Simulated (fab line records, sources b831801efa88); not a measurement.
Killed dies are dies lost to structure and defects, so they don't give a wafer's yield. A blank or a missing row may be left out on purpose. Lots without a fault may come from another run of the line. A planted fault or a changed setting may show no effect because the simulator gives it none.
fab line records | flow sky130
record lots=12 wafers=36 last_day=49
route steps=708 shown FIELD_ISO@1 NWELL@77 VT_ADJUST_NCORE@130
lots that met no fault: from a run of the same line without faults
start_h: hours from the record's first day to the start of the lot's first wafer shown | wait_h: hours since the lot's step before | " the same as in the row above | L1.1+2: a row that stands for several wafers | - no value, or no start given | * or withheld: withheld | < > ~ a bound
route shown NAME@n: a module of which the file shows steps, and the number in the route of the first | usual: mean/standard deviation of fault-free wafers | same: alike in all rows | chamber/n: place in a boat | sites: the reading at each site | _std_site: their standard deviation | _edge_site: outer sites' mean less inner sites' | radius_mm: how far each site lies from the wafer's centre | mask NAME#n: copy n | behind: the tool/chamber that last shaped the wafer | hold: why the lot was held/for how many hours/how that ended | device: the transistor (n, p or np) that didn't switch | end of line: the same wafers' tests at the end of the route | a step without rows: its recipe alone | killed: dies lost to structure and defects at the first sort, not the wafer's yield | map: a wafer's dies, x killed, . not, _ none there
set.NAME: the setting as run; set.NAME@STEP: as run at that earlier step | model.NAME: the simulator's own value behind a step, which no gauge read
steps of the route over a sample of lots; a table a step, a row a wafer
services: from which hour (start_h, from the record's first day; less than 0 if before it) a tool's chamber was out of use, for how many hours, and why
## steps
# step SKY_FIELD_ISO_BOW_MEAS_00
# recipe mode=bow
# usual INCOMING_BOW=0/6.7
# columns lot.wafer tool chamber start_h wait_h INCOMING_BOW[um]
L909.2 film_metro-01 - 15.02 - -3
L909.3 " - " " -1
L909.5 " - " " -2
L912.1 film_metro-03 - 30.00 - -4
L912.2 " - " " 1
L912.3 " - " " 1
L913.2 film_metro-01 - 35.02 - 6
L913.3 " - " " 3
L913.5 " - " " 5
L915.1 film_metro-04 - 45.00 - 11
L915.5 " - " " -1
L915.6 " - " " -3
L916.2 film_metro-03 - 50.02 - 2
L916.3 " - " " 4
L916.5 " - " " -2
L917.1 film_metro-01 - 55.00 - -8
L917.3 " - " " -5
L917.5 " - " " -5
L918.1 film_metro-04 - 60.00 - -5
L918.4 " - " " 3
L918.6 " - " " 2
L919.1 film_metro-04 - 65.00 - 1
L919.4 " - " " -4
L919.5 " - " " -9
L920.1 film_metro-03 - 70.00 - -14
L920.3 " - " " 5
L920.4 " - " " 2
L921.1 film_metro-04 - 75.00 - 10
L921.2 " - " " 10
L921.3 " - " " 12
L926.2 film_metro-04 - 100.02 - 1
L926.3 " - " " 8
L926.5 " - " " -1
L927.1 film_metro-04 - 105.00 - -6
L927.2 " - " " -12
L927.3 " - " " -3
# step SKY_NWELL_IMPLANT_24
# recipe species=B energy_kev=140 dose_cm2=9.2e+12 tilt_deg=withheld
# usual dose_ions_cm2=9.201e+12/1e+10 faraday_current_uA=52.0/1.2
# columns lot.wafer tool chamber start_h wait_h dose_ions_cm2 faraday_current_uA
L909.2 implanter-03 0 113.99 0.0 9.186e+12 53.6
L909.3 " 0 " " 9.186e+12 51.0
L909.5 " 0 " " 9.179e+12 52.2
L912.1 implanter-04 0 127.33 0.0 9.208e+12 51.8
L912.2 " 0 " " 9.212e+12 53.1
L912.3 " 0 " " 9.208e+12 50.7
L913.2 implanter-03 0 134.81 0.0 9.195e+12 52.0
L913.3 " 0 " " 9.184e+12 52.9
L913.5 " 0 " " 9.197e+12 50.3
L915.1 implanter-03 0 146.19 0.0 9.197e+12 52.6
L915.5 " 0 " " 9.203e+12 50.8
L915.6 " 0 " " 9.198e+12 51.9
L916.2 implanter-02 0 151.71 0.0 9.215e+12 52.6
L916.3 " 0 " " 9.203e+12 51.3
L916.5 " 0 " " 9.212e+12 50.4
L917.1 implanter-04 0 158.27 0.0 9.197e+12 52.9
L917.3 " 0 " " 9.198e+12 54.9
L917.5 " 0 " " 9.194e+12 50.6
L918.1 implanter-03 0 162.42 0.0 9.185e+12 49.9
L918.4 " 0 " " 9.203e+12 50.7
L918.6 " 0 " " 9.195e+12 53.7
L919.1 implanter-02 0 168.49 0.0 9.208e+12 52.0
L919.4 " 0 " " 9.191e+12 53.5
L919.5 " 0 " " 9.185e+12 51.6
L920.1 implanter-03 0 175.68 0.0 9.209e+12 51.1
L920.3 " 0 " " 9.219e+12 52.8
L920.4 " 0 " " 9.204e+12 50.4
L921.1 implanter-02 0 184.27 0.0 9.212e+12 52.2
L921.2 " 0 " " 9.198e+12 50.7
L921.3 " 0 " " 9.205e+12 50.2
L926.2 implanter-03 0 211.96 0.0 5.5752e+13 319.2
L926.3 " 0 " " 5.5753e+13 305.4
L926.5 " 0 " " 5.5759e+13 314.1
L927.1 implanter-03 0 216.19 0.0 5.5762e+13 328.6
L927.2 " 0 " " 5.5761e+13 324.4
L927.3 " 0 " " 5.5783e+13 318.5
# step SKY_NWELL_STRIP_25
# recipe chemistry=O2/N2 power_w=1400 pressure_mtorr=1500 platen_temp_c=withheld o2_flow_sccm=3000 n2_flow_sccm=300 overash_fraction=0.5
# usual drypump_motor_current_A=5.7/0.34 oes_product_au=0.723/0.0038 strip_time_to_endpoint_s=36.90/0.12
# columns lot.wafer tool chamber start_h wait_h drypump_motor_current_A oes_product_au rf_hours_counter_h strip_time_to_endpoint_s
L909.2 plasma_asher-03 0 114.12 0.1 5.3 0.719 27 36.84
L909.3 " 1 " " 5.2 0.725 - 36.85
L909.5 " 0 " " 5.3 0.724 - 36.97
L912.1 plasma_asher-01 0 127.48 0.1 6.1 0.722 48 36.87
L912.2 " 1 " " 5.9 0.723 48 36.80
L912.3 " 1 " " 5.9 0.721 - 36.98
L913.2 plasma_asher-04 1 134.94 0.1 5.8 0.719 1 37.02
L913.3 " 0 " " 5.8 0.719 - 37.10
L913.5 " 1 " " 5.7 0.715 - 37.02
L915.1 plasma_asher-03 1 146.34 0.1 5.2 0.724 31 36.84
L915.5 " 0 " " 5.3 0.722 - 36.81
L915.6 " 1 " " 5.2 0.718 - 36.82
L916.2 plasma_asher-01 1 151.84 0.1 5.9 0.725 50 37.08
L916.3 " 1 " " 5.9 0.720 - 37.00
L916.5 " 0 " " 6.1 0.721 - 37.08
L917.1 plasma_asher-01 1 158.42 0.1 5.9 0.729 51 36.93
L917.3 " 0 " " 6.1 0.720 - 36.94
L917.5 " 1 " " 5.9 0.730 - 37.01
L918.1 plasma_asher-03 1 162.57 0.1 5.2 0.729 32 36.97
L918.4 " 0 " " 5.3 0.718 - 36.90
L918.6 " 0 " " 5.3 0.720 - 36.98
L919.1 plasma_asher-04 1 168.64 0.1 5.8 0.729 5 36.90
L919.4 " 1 " " 5.8 0.729 - 36.89
L919.5 " 1 " " 5.7 0.722 - 36.93
L920.1 plasma_asher-03 0 175.83 0.1 5.3 0.721 34 36.67
L920.3 " 1 " " 5.2 0.723 - 36.73
L920.4 " 0 " " 5.3 0.722 - 36.82
L921.1 plasma_asher-03 1 184.42 0.1 5.2 0.724 35 37.03
L921.2 " 0 " " 5.3 0.722 35 36.97
L921.3 " 0 " " 5.3 0.724 - 37.00
L926.2 plasma_asher-04 1 212.09 0.1 5.8 0.723 8 36.92
L926.3 " 0 " " 5.8 0.732 - 36.92
L926.5 " 1 " " 5.8 0.728 - 36.88
L927.1 plasma_asher-03 0 216.34 0.1 5.3 0.721 38 36.96
L927.2 " 1 " " 5.2 0.715 38 36.82
L927.3 " 1 " " 5.2 0.727 - 36.96
# step SKY_NWELL_TW_MEAS_26
# usual NWELL_2_TW=499/3.7
# columns lot.wafer tool chamber start_h wait_h NWELL_2_TW
L909.2 film_metro-03 - 114.23 0.1 505
L909.3 " - " " 505
L909.5 " - " " 501
L912.1 film_metro-03 - 127.58 0.1 504
L912.2 " - " " 505
L912.3 " - " " 505
L913.2 film_metro-03 - 135.05 0.1 503
L913.3 " - " " 502
L913.5 " - " " 504
L915.1 film_metro-01 - 146.44 0.1 500
L915.5 " - " " 496
L915.6 " - " " 495
L916.2 film_metro-02 - 151.95 0.1 500
L916.3 " - " " 500
L916.5 " - " " 502
L917.1 film_metro-02 - 158.52 0.1 499
L917.3 " - " " 498
L917.5 " - " " 502
L918.1 film_metro-02 - 162.67 0.1 499
L918.4 " - " " 498
L918.6 " - " " 499
L919.1 film_metro-01 - 168.74 0.1 497
L919.4 " - " " 495
L919.5 " - " " 497
L920.1 film_metro-01 - 175.93 0.1 495
L920.3 " - " " 494
L920.4 " - " " 496
L921.1 film_metro-03 - 184.52 0.1 503
L921.2 " - " " 505
L921.3 " - " " 501
L926.2 film_metro-01 - 212.20 0.1 878
L926.3 " - " " 875
L926.5 " - " " 880
L927.1 film_metro-01 - 216.44 0.1 879
L927.2 " - " " 882
L927.3 " - " " 875
# step SKY_VT_ADJUST_NCORE_TW_MEAS_11
# usual VT_ADJUST_NCORE_TW=220.3/1.6
# columns lot.wafer tool chamber start_h wait_h VT_ADJUST_NCORE_TW
L909.2 film_metro-01 - 195.31 0.1 219.1
L909.3 " - " " 219.2
L909.5 " - " " 219.2
L912.1 film_metro-01 - 209.95 0.1 219.4
L912.2 " - " " 219.8
L912.3 " - " " 219.6
L913.2 film_metro-01 - 218.77 0.1 219.2
L913.3 " - " " 218.0
L913.5 " - " " 219.2
L915.1 film_metro-01 - 230.30 0.1 219.2
L915.5 " - " " 219.0
L915.6 " - " " 218.8
L916.2 film_metro-01 - 234.96 0.1 219.6
L916.3 " - " " 218.5
L916.5 " - " " 219.2
L917.1 film_metro-01 - 244.65 0.1 219.7
L917.3 " - " " 219.5
L917.5 " - " " 220.2
L918.1 film_metro-01 - 248.05 0.1 219.5
L918.4 " - " " 220.1
L918.6 " - " " 219.7
L919.1 film_metro-03 - 256.15 0.1 223.7
L919.4 " - " " 222.8
L919.5 " - " " 223.6
L920.1 film_metro-04 - 265.85 0.1 220.2
L920.3 " - " " 221.9
L920.4 " - " " 221.2
L921.1 film_metro-04 - 274.75 0.1 222.0
L921.2 " - " " 221.4
L921.3 " - " " 220.5
L926.2 film_metro-04 - 305.11 0.1 219.2
L926.3 " - " " 219.4
L926.5 " - " " 220.3
L927.1 film_metro-01 - 311.30 0.1 216.9
L927.2 " - " " 217.7
L927.3 " - " " 219.9
## services
# columns tool chamber start_h hours kind
plasma_asher-01 - 108.12 3.6 repair
plasma_asher-04 - 108.75 9.0 pm
plasma_asher-04 0 108.75 9.0 vent_cycle
plasma_asher-04 1 108.75 9.0 vent_cycle
plasma_asher-04 - 111.08 3.7 repair
plasma_asher-04 0 117.75 - clean
plasma_asher-04 1 117.75 - clean
plasma_asher-04 - 119.83 3.0 repair
implanter-02 - 152.21 3.5 repair
implanter-02 - 211.35 4.5 repair
implanter-02 - 215.81 3.2 pm
## key
first_sign step=SKY_NWELL_IMPLANT_24 reading=dose_ions_cm2 direction=up sigmas=99+ usual=* struck=*
effect step=SKY_NWELL_IMPLANT_24 reading=faraday_current_uA direction=up sigmas=99+ usual=52.0 struck=318.4
effect step=SKY_NWELL_TW_MEAS_26 reading=NWELL_2_TW direction=up sigmas=99+ usual=499 struck=878
met_at SKY_NWELL_IMPLANT_24
struck_lots L926,L927
tester_left_out L926,L927
not_acting_at SKY_FIELD_ISO_BOW_MEAS_00,SKY_NWELL_STRIP_25,SKY_VT_ADJUST_NCORE_TW_MEAS_11
onset_between 175.68 211.96
fault kind=process_parameter_drift tool=implanter-03 chamber=- onset_h=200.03 steps=SKY_NWELL_IMPLANT_24 channel=dose_cm2 offset=* shape=step end_h=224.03 acts_in=* stated=*
# tester_left_out: of these lots the tester's yield and bins aren't shown, on N5 and GAA mostly nor the transistor test; their killed dies are dies lost to structure and defects alone, not to doping, threshold or leakage, so they don't give the yield
